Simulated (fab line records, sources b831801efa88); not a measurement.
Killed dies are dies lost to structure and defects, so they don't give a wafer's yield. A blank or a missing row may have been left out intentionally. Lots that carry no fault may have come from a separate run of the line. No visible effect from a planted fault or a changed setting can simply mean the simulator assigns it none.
Chamber matching | flow gf180mcu | 4 sister chambers for GF_PASSIVATION_ETCH_11 on rie diel-04
The step etches the open film in CF4/O2, stops on TiN, target depth 1800 nm, time 400 s. 4 wafers are shown with their chamber, then 6 later ones without.

WAFERS WITH THEIR CHAMBER
wafer  | chamber | drypump motor current A (A)
L277.6 | 2       | 5.5
L283.5 | 3       | 6.1
L287.1 | 1       | 5.6
L287.2 | 0       | 5.9

WAFERS MISSING THEIR CHAMBER
wafer  | drypump motor current A (A)
L287.5 | 5.5
L288.1 | 6.0
L288.4 | 5.5
L288.6 | 6.1
L293.2 | 6.1
L293.5 | 6.1

THE CHAMBER EACH PASSED THROUGH
wafer  | from the rows above     | in truth
L287.5 | 2                       | 2
L288.1 | can't be placed: 0 or 3 | 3
L288.4 | 2                       | 2
L288.6 | 3                       | 3
L293.2 | 3                       | 3
L293.5 | 3                       | 3
Correct placement for 5 of the 6. Not placeable from these rows: 1 (in 1, the candidates include the true chamber). 0 placed wrongly.
How it was worked out, from the rows above alone: a wafer's distance from a chamber is the root of the sum, over the readings, of the square of ((its reading less the chamber's mean) divided by the reading's scatter). If the next closest chamber is less than 2 further off than the closest, the wafer can't be placed; otherwise it belongs to the closest. For every chamber, the mean is computed from those of its wafers that are shown. The scatter: with one shown wafer a chamber, the root of the mean of the squares of how far each hidden wafer lies from its nearest shown one.
